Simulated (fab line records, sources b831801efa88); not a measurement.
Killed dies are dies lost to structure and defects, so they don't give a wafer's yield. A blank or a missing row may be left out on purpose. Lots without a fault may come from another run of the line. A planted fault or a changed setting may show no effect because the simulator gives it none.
fab line records | flow sky130
record lots=5 wafers=15 last_day=50
route steps=708 shown LDD_N@252 LDD_P@255 LDD_HVN@267 LDD_HVP@278 LDD_LDN@289
lots that met no fault: from a run of the same line without faults
start_h: hours from the record's first day to the start of the lot's first wafer shown | wait_h: hours since the lot's step before | " the same as in the row above | L1.1+2: a row that stands for several wafers | - no value, or no start given | * or withheld: withheld | < > ~ a bound
route shown NAME@n: a module of which the file shows steps, and the number in the route of the first | usual: mean/standard deviation of fault-free wafers | same: alike in all rows | chamber/n: place in a boat | sites: the reading at each site | _std_site: their standard deviation | _edge_site: outer sites' mean less inner sites' | radius_mm: how far each site lies from the wafer's centre | mask NAME#n: copy n | behind: the tool/chamber that last shaped the wafer | hold: why the lot was held/for how many hours/how that ended | device: the transistor (n, p or np) that didn't switch | end of line: the same wafers' tests at the end of the route | a step without rows: its recipe alone | killed: dies lost to structure and defects at the first sort, not the wafer's yield | map: a wafer's dies, x killed, . not, _ none there
set.NAME: the setting as run; set.NAME@STEP: as run at that earlier step | model.NAME: the simulator's own value behind a step, which no gauge read
lots at some steps of the route; a table a step, a row a wafer
services: from which hour (start_h, from the record's first day; less than 0 if before it) a tool's chamber was out of use, for how many hours, and why
## steps
# step SKY_LDD_N_IMPLANT_15
# recipe species=BF2 energy_kev=50 dose_cm2=5e+12 tilt_deg=30 rotation_deg=270
# columns lot.wafer tool chamber start_h wait_h
L075.1+2+6 implanter-03 0 411.92 0.1
L085.3+4+5 implanter-01 0 506.47 0.1
L093.2+5+6 implanter-01 0 568.81 0.1
L094.2+4+5 implanter-04 0 579.51 0.1
L097.1+2+5 implanter-04 0 596.63 0.1
# step SKY_LDD_N_STRIP_16
# recipe chemistry=O2/N2 power_w=1400 pressure_mtorr=1500 platen_temp_c=withheld o2_flow_sccm=3000 n2_flow_sccm=300 overash_fraction=0.5
# usual drypump_motor_current_A=6.2/0.45 oes_product_au=0.407/0.0049 strip_time_to_endpoint_s=4.308/0.014
# columns lot.wafer tool chamber start_h wait_h drypump_motor_current_A oes_product_au rf_hours_counter_h strip_time_to_endpoint_s
L075.1 plasma_asher-02 1 412.07 0.1 6.2 0.398 59 4.323
L075.2 " 0 " " 6.2 0.405 59 4.327
L075.6 " 0 " " 6.3 0.401 - 4.337
L085.3 plasma_asher-03 1 506.60 0.1 6.8 0.412 - 4.339
L085.4 " 0 " " 5.8 0.406 - 4.340
L085.5 " 1 " " 6.8 0.412 - 4.341
L093.2 plasma_asher-03 1 568.93 0.1 6.8 0.406 16 4.320
L093.5 " 1 " " 6.8 0.407 - 4.305
L093.6 " 0 " " 5.7 0.412 - 4.293
L094.2 plasma_asher-02 0 579.63 0.1 6.3 0.415 75 4.318
L094.4 " 0 " " 6.3 0.401 - 4.304
L094.5 " 0 " " 6.3 0.407 - 4.315
L097.1 plasma_asher-03 1 596.78 0.1 6.8 0.411 19 4.322
L097.2 " 0 " " 5.8 0.406 19 4.295
L097.5 " 0 " " 5.7 0.411 - 4.302
# step SKY_LDD_N_TW_MEAS_17
# usual LDD_N_TW=2594/43
# columns lot.wafer tool chamber start_h wait_h LDD_N_TW
L075.1 film_metro-04 - 412.17 0.1 2581
L075.2 " - " " 2581
L075.6 " - " " 2559
L085.3 film_metro-01 - 506.69 0.1 2563
L085.4 " - " " 2550
L085.5 " - " " 2561
L093.2 film_metro-01 - 569.04 0.1 2572
L093.5 " - " " 2555
L093.6 " - " " 2576
L094.2 film_metro-01 - 579.74 0.1 2546
L094.4 " - " " 2544
L094.5 " - " " 2551
L097.1 film_metro-04 - 596.88 0.1 2547
L097.2 " - " " 2559
L097.5 " - " " 2559
# step SKY_LDD_P_DEHYDRATE_00
# recipe temp_c=200 time_s=60
# usual heater_power_total_W=160.38/0.13
# columns lot.wafer tool chamber start_h wait_h heater_power_total_W
L075.1 litho_track-01 0 427.28 15.1 160.21
L075.2 " 0 " " 160.28
L075.6 " 0 " " 160.24
L085.3 litho_track-01 0 521.38 14.7 160.34
L085.4 " 0 " " 160.45
L085.5 " 0 " " 160.26
L093.2 litho_track-03 0 583.47 14.4 160.53
L093.5 " 0 " " 160.44
L093.6 " 0 " " 160.12
L094.2 litho_track-01 0 594.25 14.5 160.50
L094.4 " 0 " " 160.63
L094.5 " 0 " " 160.63
L097.1 litho_track-04 0 610.75 13.9 160.33
L097.2 " 0 " " 160.31
L097.5 " 0 " " 160.37
# step SKY_LDD_P_HMDS_01
# recipe prime_time_s=60 prime_temp_c=120
# columns lot.wafer tool chamber start_h wait_h
L075.1+2+6 litho_track-01 0 427.43 0.1
L085.3+4+5 litho_track-01 0 521.53 0.1
L093.2+5+6 litho_track-03 0 583.62 0.1
L094.2+4+5 litho_track-01 0 594.40 0.1
L097.1+2+5 litho_track-04 0 610.90 0.1
# step SKY_LDD_P_COAT_02
# recipe resist=NOVOLAK spin_rpm=3000 resist_thk_nm=1140
# columns lot.wafer tool chamber start_h wait_h
L075.1+2+6 litho_track-01 0 427.58 0.1
L085.3+4+5 litho_track-01 0 521.68 0.1
L093.2+5+6 litho_track-03 0 583.77 0.1
L094.2+4+5 litho_track-01 0 594.55 0.1
L097.1+2+5 litho_track-04 0 611.05 0.1
# step SKY_LDD_P_SOFTBAKE_03
# recipe temp_c=90 time_s=60 resist=NOVOLAK
# usual heater_power_total_W=56.61/0.047
# columns lot.wafer tool chamber start_h wait_h heater_power_total_W
L075.1 litho_track-01 0 427.73 0.1 56.63
L075.2 " 0 " " 56.66
L075.6 " 0 " " 56.61
L085.3 litho_track-01 0 521.83 0.1 56.63
L085.4 " 0 " " 56.57
L085.5 " 0 " " 56.55
L093.2 litho_track-03 0 583.92 0.1 56.63
L093.5 " 0 " " 56.60
L093.6 " 0 " " 56.57
L094.2 litho_track-01 0 594.70 0.1 56.60
L094.4 " 0 " " 56.69
L094.5 " 0 " " 56.57
L097.1 litho_track-04 0 611.20 0.1 56.61
L097.2 " 0 " " 56.62
L097.5 " 0 " " 56.61
# step SKY_LDD_P_EXPOSE_04
# recipe mask_id=PSDM na=0.6 source_shape=conventional sigma_outer=0.6 polarization=unpolarized target_cd_nm=380 dose_mj=138
# columns lot.wafer tool chamber start_h wait_h mask
L075.1+2+6 iline_stepper-02 0 - - PSDM#0
L085.3+4+5 iline_stepper-02 0 - - PSDM#0
L093.2+5+6 iline_stepper-01 0 - - PSDM#0
L094.2+4+5 iline_stepper-02 0 - - PSDM#0
L097.1+2+5 iline_stepper-02 0 - - PSDM#0
# step SKY_LDD_P_PEB_05
# recipe temp_c=withheld time_s=* resist=NOVOLAK
# columns lot.wafer tool chamber start_h wait_h
L075.1+2+6 litho_track-01 0 - -
L085.3+4+5 litho_track-01 0 - -
L093.2+5+6 litho_track-01 0 - -
L094.2+4+5 litho_track-03 0 - -
L097.1+2+5 litho_track-04 0 - -
# step SKY_LDD_P_DEVELOP_06
# recipe resist=NOVOLAK developer=TMAH develop_time_s=60 dev_temp_c=24.06
# same develop_time_s=60
# columns lot.wafer tool chamber start_h wait_h
L075.1+2+6 litho_track-01 0 442.58 0.1
L085.3+4+5 litho_track-01 0 536.53 0.1
L093.2+5+6 litho_track-01 0 598.30 0.1
L094.2+4+5 litho_track-03 0 608.87 0.1
L097.1+2+5 litho_track-04 0 625.75 0.1
# step SKY_LDD_P_CD_MEAS_07
# recipe target_cd_nm=380
# usual cd_nm=380.6/2.4
# columns lot.wafer tool chamber start_h wait_h cd_nm
L075.1 cd_sem-02 - 442.73 0.1 376.7
L075.2 " - " " 376.1
L075.6 " - " " 378.3
L085.3 cd_sem-02 - 536.67 0.1 383.3
L085.4 " - " " 381.6
L085.5 " - " " 380.8
L093.2 cd_sem-02 - 598.45 0.1 378.3
L093.5 " - " " 378.3
L093.6 " - " " 377.4
L094.2 cd_sem-02 - 609.02 0.1 380.6
L094.4 " - " " 378.6
L094.5 " - " " 375.9
L097.1 cd_sem-01 - 625.90 0.1 381.8
L097.2 " - " " 385.8
L097.5 " - " " 385.1
# step SKY_LDD_P_OVL_MEAS_08
# usual LDD_P_OVL=-0.1/1.3
# columns lot.wafer tool chamber start_h wait_h LDD_P_OVL[nm]
L075.1 overlay-02 - 442.85 0.1 0.0
L075.2 " - " " -0.4
L075.6 " - " " -0.6
L085.3 overlay-01 - 536.76 0.1 1.0
L085.4 " - " " 3.3
L085.5 " - " " 3.5
L093.2 overlay-01 - 598.56 0.1 0.6
L093.5 " - " " -0.5
L093.6 " - " " 0.6
L094.2 overlay-01 - 609.12 0.1 0.3
L094.4 " - " " 0.3
L094.5 " - " " 0.0
L097.1 overlay-02 - 626.02 0.1 -1.9
L097.2 " - " " -0.6
L097.5 " - " " -0.3
# step SKY_LDD_P_IMPLANT_09
# recipe species=BF2 energy_kev=25 dose_cm2=1.023e+13 tilt_deg=withheld
# columns lot.wafer tool chamber start_h wait_h
L075.1+2+6 implanter-02 0 442.89 0.0
L085.3+4+5 implanter-01 0 536.84 0.1
L093.2+5+6 implanter-01 0 598.61 0.0
L094.2+4+5 implanter-01 0 609.18 0.0
L097.1+2+5 implanter-01 0 626.06 0.0
# step SKY_LDD_P_STRIP_10
# recipe chemistry=O2/N2 power_w=1400 pressure_mtorr=1500 platen_temp_c=withheld o2_flow_sccm=3000 n2_flow_sccm=300 overash_fraction=0.5
# usual drypump_motor_current_A=6.0/0.61 oes_product_au=0.715/0.0046 strip_time_to_endpoint_s=14.18/0.042
# columns lot.wafer tool chamber start_h wait_h drypump_motor_current_A oes_product_au rf_hours_counter_h strip_time_to_endpoint_s
L075.1 plasma_asher-03 1 443.04 0.1 6.8 0.717 1 14.19
L075.2 " 0 " " 5.7 0.719 1 14.24
L075.6 " 0 " " 5.7 0.714 - 14.20
L085.3 plasma_asher-02 0 536.97 0.1 6.2 0.714 - 14.20
L085.4 " 1 " " 6.2 0.721 - 14.22
L085.5 " 1 " " 6.2 0.708 - 14.21
L093.2 plasma_asher-02 1 598.74 0.1 6.2 0.715 78 14.18
L093.5 " 0 " " 6.3 0.709 - 14.20
L093.6 " 1 " " 6.2 0.708 - 14.14
L094.2 plasma_asher-02 1 609.30 0.1 6.2 0.707 79 14.19
L094.4 " 0 " " 6.3 0.710 - 14.23
L094.5 " 0 " " 6.3 0.714 - 14.16
L097.1 plasma_asher-02 0 626.21 0.1 6.3 0.719 81 14.13
L097.2 " 1 " " 6.2 0.724 81 14.17
L097.5 " 0 " " 6.3 0.710 - 14.20
# step SKY_LDD_P_TW_MEAS_11
# usual LDD_P_TW=643/10
# columns lot.wafer tool chamber start_h wait_h LDD_P_TW
L075.1 film_metro-03 - 443.14 0.1 654
L075.2 " - " " 652
L075.6 " - " " 654
L085.3 film_metro-02 - 537.06 0.1 642
L085.4 " - " " 642
L085.5 " - " " 642
L093.2 film_metro-03 - 598.85 0.1 655
L093.5 " - " " 656
L093.6 " - " " 656
L094.2 film_metro-03 - 609.41 0.1 653
L094.4 " - " " 657
L094.5 " - " " 652
L097.1 film_metro-03 - 626.31 0.1 658
L097.2 " - " " 658
L097.5 " - " " 660
# step SKY_LDD_HVN_DEHYDRATE_00
# recipe temp_c=200 time_s=60
# usual heater_power_total_W=160.36/0.14
# columns lot.wafer tool chamber start_h wait_h heater_power_total_W
L075.1 litho_track-01 0 458.43 15.3 160.29
L075.2 " 0 " " 160.33
L075.6 " 0 " " 160.52
L085.3 litho_track-01 0 551.68 14.6 160.19
L085.4 " 0 " " 160.20
L085.5 " 0 " " 160.44
L093.2 litho_track-02 0 613.04 14.2 160.40
L093.5 " 0 " " 160.35
L093.6 " 0 " " 160.55
L094.2 litho_track-01 0 623.75 14.3 160.19
L094.4 " 0 " " 160.53
L094.5 " 0 " " 160.39
L097.1 litho_track-01 0 639.78 13.5 160.41
L097.2 " 0 " " 160.25
L097.5 " 0 " " 160.15
# step SKY_LDD_HVN_HMDS_01
# recipe prime_time_s=60 prime_temp_c=120
# columns lot.wafer tool chamber start_h wait_h
L075.1+2+6 litho_track-01 0 458.58 0.1
L085.3+4+5 litho_track-01 0 551.83 0.1
L093.2+5+6 litho_track-02 0 613.19 0.1
L094.2+4+5 litho_track-01 0 623.90 0.1
L097.1+2+5 litho_track-01 0 639.93 0.1
# step SKY_LDD_HVN_COAT_02
# recipe resist=NOVOLAK spin_rpm=3000 resist_thk_nm=300
# columns lot.wafer tool chamber start_h wait_h
L075.1+2+6 litho_track-01 0 458.73 0.1
L085.3+4+5 litho_track-01 0 551.98 0.1
L093.2+5+6 litho_track-02 0 613.34 0.1
L094.2+4+5 litho_track-01 0 624.05 0.1
L097.1+2+5 litho_track-01 0 640.08 0.1
# step SKY_LDD_HVN_SOFTBAKE_03
# recipe temp_c=90 time_s=60 resist=NOVOLAK
# usual heater_power_total_W=56.59/0.047
# columns lot.wafer tool chamber start_h wait_h heater_power_total_W
L075.1 litho_track-01 0 458.88 0.1 56.57
L075.2 " 0 " " 56.57
L075.6 " 0 " " 56.63
L085.3 litho_track-01 0 552.13 0.1 56.58
L085.4 " 0 " " 56.61
L085.5 " 0 " " 56.66
L093.2 litho_track-02 0 613.49 0.1 56.63
L093.5 " 0 " " 56.55
L093.6 " 0 " " 56.68
L094.2 litho_track-01 0 624.20 0.1 56.69
L094.4 " 0 " " 56.56
L094.5 " 0 " " 56.55
L097.1 litho_track-01 0 640.23 0.1 56.61
L097.2 " 0 " " 56.59
L097.5 " 0 " " 56.64
# step SKY_LDD_HVN_EXPOSE_04
# recipe mask_id=HVNTM na=0.6 source_shape=conventional sigma_outer=0.6 polarization=unpolarized target_cd_nm=700 dose_mj=127
# columns lot.wafer tool chamber start_h wait_h mask
L075.1+2+6 iline_stepper-02 0 - - HVNTM#0
L085.3+4+5 iline_stepper-02 0 - - HVNTM#0
L093.2+5+6 iline_stepper-01 0 - - HVNTM#0
L094.2+4+5 iline_stepper-01 0 - - HVNTM#0
L097.1+2+5 iline_stepper-01 0 - - HVNTM#0
# step SKY_LDD_HVN_PEB_05
# recipe temp_c=withheld time_s=* resist=NOVOLAK
# columns lot.wafer tool chamber start_h wait_h
L075.1+2+6 litho_track-01 0 - -
L085.3+4+5 litho_track-04 0 - -
L093.2+5+6 litho_track-02 0 - -
L094.2+4+5 litho_track-04 0 - -
L097.1+2+5 litho_track-04 0 - -
# step SKY_LDD_HVN_DEVELOP_06
# recipe resist=NOVOLAK developer=TMAH develop_time_s=60 dev_temp_c=23
# same develop_time_s=60
# columns lot.wafer tool chamber start_h wait_h
L075.1+2+6 litho_track-01 0 473.48 0.1
L085.3+4+5 litho_track-04 0 566.85 0.1
L093.2+5+6 litho_track-02 0 627.64 0.1
L094.2+4+5 litho_track-04 0 637.68 0.1
L097.1+2+5 litho_track-04 0 655.40 0.1
# step SKY_LDD_HVN_OVL_MEAS_07
# usual LDD_HVN_OVL=-0.8/1.9
# columns lot.wafer tool chamber start_h wait_h LDD_HVN_OVL[nm]
L075.1 overlay-01 - 473.63 0.1 -1.1
L075.2 " - " " -0.3
L075.6 " - " " -0.9
L085.3 overlay-02 - 566.96 0.1 -1.3
L085.4 " - " " -2.3
L085.5 " - " " -0.2
L093.2 overlay-02 - 627.77 0.1 -0.4
L093.5 " - " " -0.6
L093.6 " - " " 0.5
L094.2 overlay-01 - 637.81 0.1 -2.2
L094.4 " - " " -2.2
L094.5 " - " " -2.4
L097.1 overlay-02 - 655.55 0.1 -1.9
L097.2 " - " " -3.9
L097.5 " - " " -1.2
# step SKY_LDD_HVN_IMPLANT_08
# recipe species=P energy_kev=60 dose_cm2=3e+13 tilt_deg=40
# columns lot.wafer tool chamber start_h wait_h
L075.1+2+6 implanter-04 0 473.67 0.0
L085.3+4+5 implanter-02 0 567.04 0.1
L093.2+5+6 implanter-04 0 627.82 0.0
L094.2+4+5 implanter-04 0 637.86 0.0
L097.1+2+5 implanter-01 0 655.59 0.0
# step SKY_LDD_HVN_STRIP_09
# recipe chemistry=O2/N2 power_w=1400 pressure_mtorr=1500 platen_temp_c=withheld o2_flow_sccm=3000 n2_flow_sccm=300 overash_fraction=0.5
# usual drypump_motor_current_A=5.9/0.6 oes_product_au=0.408/0.005 strip_time_to_endpoint_s=4.136/0.014
# columns lot.wafer tool chamber start_h wait_h drypump_motor_current_A oes_product_au rf_hours_counter_h strip_time_to_endpoint_s
L075.1 plasma_asher-04 1 473.82 0.1 5.4 0.403 37 4.133
L075.2 " 0 " " 5.0 0.404 37 4.139
L075.6 " 1 " " 5.4 0.407 - 4.115
L085.3 plasma_asher-01 1 567.17 0.1 6.2 0.411 - 4.126
L085.4 " 0 " " 5.5 0.420 - 4.122
L085.5 " 1 " " 6.2 0.412 - 4.139
L093.2 plasma_asher-01 1 627.95 0.1 6.3 0.409 89 4.142
L093.5 " 1 " " 6.3 0.411 - 4.162
L093.6 " 0 " " 5.5 0.410 - 4.115
L094.2 plasma_asher-01 1 637.99 0.1 6.3 0.412 90 4.142
L094.4 " 0 " " 5.5 0.414 - 4.160
L094.5 " 1 " " 6.3 0.411 - 4.154
L097.1 plasma_asher-03 1 655.74 0.1 6.8 0.409 25 4.155
L097.2 " 0 " " 5.7 0.411 25 4.146
L097.5 " 0 " " 5.7 0.404 - 4.130
# step SKY_LDD_HVN_TW_MEAS_10
# usual LDD_HVN_TW=1428/8.3
# columns lot.wafer tool chamber start_h wait_h LDD_HVN_TW
L075.1 film_metro-04 - 473.92 0.1 1422
L075.2 " - " " 1431
L075.6 " - " " 1431
L085.3 film_metro-01 - 567.26 0.1 1418
L085.4 " - " " 1431
L085.5 " - " " 1430
L093.2 film_metro-01 - 628.06 0.1 1420
L093.5 " - " " 1420
L093.6 " - " " 1421
L094.2 film_metro-02 - 638.10 0.1 1434
L094.4 " - " " 1426
L094.5 " - " " 1428
L097.1 film_metro-04 - 655.84 0.1 1416
L097.2 " - " " 1421
L097.5 " - " " 1422
# step SKY_LDD_HVP_DEHYDRATE_00
# recipe temp_c=200 time_s=60
# usual heater_power_total_W=160.38/0.12
# columns lot.wafer tool chamber start_h wait_h heater_power_total_W
L075.1 litho_track-04 0 489.10 15.2 160.36
L075.2 " 0 " " 160.51
L075.6 " 0 " " 160.22
L085.3 litho_track-02 0 580.76 13.5 160.35
L085.4 " 0 " " 160.19
L085.5 " 0 " " 160.21
L093.2 litho_track-03 0 641.72 13.7 160.55
L093.5 " 0 " " 160.44
L093.6 " 0 " " 160.32
L094.2 litho_track-04 0 652.48 14.4 160.51
L094.4 " 0 " " 160.59
L094.5 " 0 " " 160.20
L097.1 litho_track-03 0 668.30 12.4 160.27
L097.2 " 0 " " 160.40
L097.5 " 0 " " 160.41
# step SKY_LDD_HVP_HMDS_01
# recipe prime_time_s=60 prime_temp_c=120
# columns lot.wafer tool chamber start_h wait_h
L075.1+2+6 litho_track-04 0 489.25 0.1
L085.3+4+5 litho_track-02 0 580.91 0.1
L093.2+5+6 litho_track-03 0 641.87 0.1
L094.2+4+5 litho_track-04 0 652.63 0.1
L097.1+2+5 litho_track-03 0 668.45 0.1
# step SKY_LDD_HVP_COAT_02
# recipe resist=NOVOLAK spin_rpm=3000 resist_thk_nm=300
# columns lot.wafer tool chamber start_h wait_h
L075.1+2+6 litho_track-04 0 489.40 0.1
L085.3+4+5 litho_track-02 0 581.06 0.1
L093.2+5+6 litho_track-03 0 642.02 0.1
L094.2+4+5 litho_track-04 0 652.78 0.1
L097.1+2+5 litho_track-03 0 668.60 0.1
# step SKY_LDD_HVP_SOFTBAKE_03
# recipe temp_c=90 time_s=60 resist=NOVOLAK
# usual heater_power_total_W=56.60/0.04
# columns lot.wafer tool chamber start_h wait_h heater_power_total_W
L075.1 litho_track-04 0 489.55 0.1 56.66
L075.2 " 0 " " 56.56
L075.6 " 0 " " 56.61
L085.3 litho_track-02 0 581.21 0.1 56.55
L085.4 " 0 " " 56.61
L085.5 " 0 " " 56.56
L093.2 litho_track-03 0 642.17 0.1 56.64
L093.5 " 0 " " 56.55
L093.6 " 0 " " 56.61
L094.2 litho_track-04 0 652.93 0.1 56.68
L094.4 " 0 " " 56.50
L094.5 " 0 " " 56.58
L097.1 litho_track-03 0 668.75 0.1 56.58
L097.2 " 0 " " 56.60
L097.5 " 0 " " 56.59
# step SKY_LDD_HVP_EXPOSE_04
# recipe mask_id=HVPTM na=0.6 source_shape=conventional sigma_outer=0.6 polarization=unpolarized target_cd_nm=700 dose_mj=86
# columns lot.wafer tool chamber start_h wait_h mask
L075.1+2+6 iline_stepper-01 0 - - HVPTM#0
L085.3+4+5 iline_stepper-01 0 - - HVPTM#0
L093.2+5+6 iline_stepper-01 0 - - HVPTM#0
L094.2+4+5 iline_stepper-01 0 - - HVPTM#0
L097.1+2+5 iline_stepper-02 0 - - HVPTM#0
# step SKY_LDD_HVP_PEB_05
# recipe temp_c=withheld time_s=* resist=NOVOLAK
# columns lot.wafer tool chamber start_h wait_h
L075.1+2+6 litho_track-03 0 - -
L085.3+4+5 litho_track-02 0 - -
L093.2+5+6 litho_track-02 0 - -
L094.2+4+5 litho_track-02 0 - -
L097.1+2+5 litho_track-04 0 - -
# step SKY_LDD_HVP_DEVELOP_06
# recipe resist=NOVOLAK developer=TMAH develop_time_s=60 dev_temp_c=23
# same develop_time_s=60
# columns lot.wafer tool chamber start_h wait_h
L075.1+2+6 litho_track-03 0 504.45 0.1
L085.3+4+5 litho_track-02 0 596.46 0.1
L093.2+5+6 litho_track-02 0 656.59 0.1
L094.2+4+5 litho_track-02 0 665.99 0.1
L097.1+2+5 litho_track-04 0 683.35 0.1
# step SKY_LDD_HVP_OVL_MEAS_07
# usual LDD_HVP_OVL=-0.5/1.3
# columns lot.wafer tool chamber start_h wait_h LDD_HVP_OVL[nm]
L075.1 overlay-02 - 504.60 0.1 -2.1
L075.2 " - " " -1.6
L075.6 " - " " -2.2
L085.3 overlay-02 - 596.57 0.1 -2.0
L085.4 " - " " -2.2
L085.5 " - " " -0.3
L093.2 overlay-02 - 656.72 0.1 -2.0
L093.5 " - " " -1.0
L093.6 " - " " 0.9
L094.2 overlay-01 - 666.12 0.1 -3.0
L094.4 " - " " -0.8
L094.5 " - " " -1.2
L097.1 overlay-01 - 683.50 0.1 0.6
L097.2 " - " " 0.5
L097.5 " - " " 2.6
# step SKY_LDD_HVP_IMPLANT_08
# recipe species=B energy_kev=20 dose_cm2=1.7e+13 tilt_deg=17.9
# columns lot.wafer tool chamber start_h wait_h
L075.1+2+6 implanter-04 0 504.63 0.0
L085.3+4+5 implanter-02 0 596.65 0.1
L093.2+5+6 implanter-02 0 656.77 0.0
L094.2+4+5 implanter-02 0 666.17 0.0
L097.1+2+5 implanter-04 0 683.54 0.0
# step SKY_LDD_HVP_STRIP_09
# recipe chemistry=O2/N2 power_w=1400 pressure_mtorr=1500 platen_temp_c=withheld o2_flow_sccm=3000 n2_flow_sccm=300 overash_fraction=0.5
# usual drypump_motor_current_A=5.6/0.5 oes_product_au=0.408/0.0044 strip_time_to_endpoint_s=4.133/0.014
# columns lot.wafer tool chamber start_h wait_h drypump_motor_current_A oes_product_au rf_hours_counter_h strip_time_to_endpoint_s
L075.1 plasma_asher-02 0 504.78 0.1 6.3 0.400 68 4.127
L075.2 " 1 " " 6.2 0.405 68 4.136
L075.6 " 0 " " 6.2 0.400 - 4.144
L085.3 plasma_asher-02 0 596.78 0.1 6.3 0.408 - 4.145
L085.4 " 1 " " 6.2 0.404 - 4.136
L085.5 " 0 " " 6.3 0.398 - 4.125
L093.2 plasma_asher-04 1 656.90 0.1 5.4 0.405 56 4.151
L093.5 " 1 " " 5.4 0.400 - 4.150
L093.6 " 0 " " 5.0 0.407 - 4.120
L094.2 plasma_asher-02 1 666.30 0.1 6.2 0.410 85 4.143
L094.4 " 0 " " 6.3 0.413 - 4.143
L094.5 " 1 " " 6.2 0.412 - 4.136
L097.1 plasma_asher-04 0 683.69 0.1 5.0 0.407 58 4.115
L097.2 " 1 " " 5.4 0.414 58 4.124
L097.5 " 1 " " 5.4 0.407 - 4.148
# step SKY_LDD_HVP_TW_MEAS_10
# usual LDD_HVP_TW=460/7.2
# columns lot.wafer tool chamber start_h wait_h LDD_HVP_TW
L075.1 film_metro-04 - 504.88 0.1 453
L075.2 " - " " 453
L075.6 " - " " 452
L085.3 film_metro-03 - 596.87 0.1 470
L085.4 " - " " 465
L085.5 " - " " 470
L093.2 film_metro-03 - 657.01 0.1 467
L093.5 " - " " 466
L093.6 " - " " 466
L094.2 film_metro-03 - 666.41 0.1 466
L094.4 " - " " 465
L094.5 " - " " 465
L097.1 film_metro-03 - 683.79 0.1 468
L097.2 " - " " 469
L097.5 " - " " 468
# step SKY_LDD_LDN_DEHYDRATE_00
# recipe temp_c=200 time_s=60
# usual heater_power_total_W=160.36/0.12
# columns lot.wafer tool chamber start_h wait_h heater_power_total_W
L075.1 litho_track-01 0 519.78 14.9 160.24
L075.2 " 0 " " 160.29
L075.6 " 0 " " 160.30
L085.3 litho_track-03 0 610.95 14.1 160.33
L085.4 " 0 " " 160.29
L085.5 " 0 " " 160.26
L093.2 litho_track-01 0 669.96 12.9 160.25
L093.5 " 0 " " 160.35
L093.6 " 0 " " 160.58
L094.2 litho_track-02 0 679.29 12.9 160.37
L094.4 " 0 " " 160.34
L094.5 " 0 " " 160.30
L097.1 litho_track-01 0 696.83 13.0 160.49
L097.2 " 0 " " 160.34
L097.5 " 0 " " 160.45
# step SKY_LDD_LDN_HMDS_01
# recipe prime_time_s=60 prime_temp_c=120
# columns lot.wafer tool chamber start_h wait_h
L075.1+2+6 litho_track-01 0 519.93 0.1
L085.3+4+5 litho_track-03 0 611.10 0.1
L093.2+5+6 litho_track-01 0 670.11 0.1
L094.2+4+5 litho_track-02 0 679.44 0.1
L097.1+2+5 litho_track-01 0 696.98 0.1
# step SKY_LDD_LDN_COAT_02
# recipe resist=NOVOLAK spin_rpm=3000 resist_thk_nm=1140
# columns lot.wafer tool chamber start_h wait_h
L075.1+2+6 litho_track-01 0 520.08 0.1
L085.3+4+5 litho_track-03 0 611.25 0.1
L093.2+5+6 litho_track-01 0 670.26 0.1
L094.2+4+5 litho_track-02 0 679.59 0.1
L097.1+2+5 litho_track-01 0 697.13 0.1
# step SKY_LDD_LDN_SOFTBAKE_03
# recipe temp_c=90 time_s=60 resist=NOVOLAK
# usual heater_power_total_W=56.60/0.046
# columns lot.wafer tool chamber start_h wait_h heater_power_total_W
L075.1 litho_track-01 0 520.23 0.1 56.56
L075.2 " 0 " " 56.62
L075.6 " 0 " " 56.50
L085.3 litho_track-03 0 611.40 0.1 56.69
L085.4 " 0 " " 56.47
L085.5 " 0 " " 56.55
L093.2 litho_track-01 0 670.41 0.1 56.53
L093.5 " 0 " " 56.61
L093.6 " 0 " " 56.57
L094.2 litho_track-02 0 679.74 0.1 56.64
L094.4 " 0 " " 56.61
L094.5 " 0 " " 56.63
L097.1 litho_track-01 0 697.28 0.1 56.60
L097.2 " 0 " " 56.66
L097.5 " 0 " " 56.67
# step SKY_LDD_LDN_EXPOSE_04
# recipe mask_id=LDNTM na=0.6 source_shape=conventional sigma_outer=0.6 polarization=unpolarized target_cd_nm=700 dose_mj=140
# columns lot.wafer tool chamber start_h wait_h mask
L075.1+2+6 iline_stepper-01 0 - - LDNTM#0
L085.3+4+5 iline_stepper-02 0 - - LDNTM#0
L093.2+5+6 iline_stepper-01 0 - - LDNTM#0
L094.2+4+5 iline_stepper-01 0 - - LDNTM#0
L097.1+2+5 iline_stepper-01 0 - - LDNTM#0
# step SKY_LDD_LDN_PEB_05
# recipe temp_c=withheld time_s=* resist=NOVOLAK
# columns lot.wafer tool chamber start_h wait_h
L075.1+2+6 litho_track-01 0 - -
L085.3+4+5 litho_track-03 0 - -
L093.2+5+6 litho_track-02 0 - -
L094.2+4+5 litho_track-02 0 - -
L097.1+2+5 litho_track-01 0 - -
# step SKY_LDD_LDN_DEVELOP_06
# recipe resist=NOVOLAK developer=TMAH develop_time_s=60 dev_temp_c=23
# same develop_time_s=60
# columns lot.wafer tool chamber start_h wait_h
L075.1+2+6 litho_track-01 0 535.28 0.1
L085.3+4+5 litho_track-03 0 626.04 0.1
L093.2+5+6 litho_track-02 0 684.39 0.1
L094.2+4+5 litho_track-02 0 693.94 0.1
L097.1+2+5 litho_track-01 0 710.98 0.1
# step SKY_LDD_LDN_OVL_MEAS_07
# usual LDD_LDN_OVL=-0.6/1.4
# columns lot.wafer tool chamber start_h wait_h LDD_LDN_OVL[nm]
L075.1 overlay-01 - 535.43 0.1 0.3
L075.2 " - " " -1.6
L075.6 " - " " 2.1
L085.3 overlay-02 - 626.16 0.1 -1.1
L085.4 " - " " -0.8
L085.5 " - " " -1.5
L093.2 overlay-02 - 684.52 0.1 -1.7
L093.5 " - " " -2.6
L093.6 " - " " -2.5
L094.2 overlay-01 - 694.07 0.1 3.0
L094.4 " - " " 1.8
L094.5 " - " " 1.3
L097.1 overlay-02 - 711.13 0.1 0.2
L097.2 " - " " 0.5
L097.5 " - " " -1.7
## services
# columns tool chamber start_h hours kind
plasma_asher-01 - 414.34 14.6 pm
plasma_asher-03 - 421.25 9.0 pm
implanter-01 - 421.62 6.3 repair
implanter-04 - 425.81 2.3 repair
plasma_asher-02 - 439.47 21.2 repair
plasma_asher-01 - 453.33 28.1 pm
iline_stepper-02 - 465.72 2.1 pm
iline_stepper-01 - 485.93 1.7 pm
implanter-01 - 494.73 2.1 repair
iline_stepper-02 - 524.72 1.7 pm
implanter-02 - 549.47 2.7 pm
implanter-01 - 563.70 2.6 repair
plasma_asher-01 - 578.55 27.1 pm
implanter-01 - 587.05 2.6 repair
implanter-01 - 596.14 0.8 repair
implanter-04 - 603.33 3.3 pm
implanter-02 - 621.27 17.6 pm
iline_stepper-02 - 633.56 12.2 repair
implanter-01 - 638.60 2.3 repair
plasma_asher-02 - 675.19 1.7 repair
implanter-01 - 683.92 2.6 pm
iline_stepper-01 - 704.11 1.7 pm
plasma_asher-04 - 708.31 4.0 pm
implanter-02 - 708.59 2.1 repair
## key
fault none
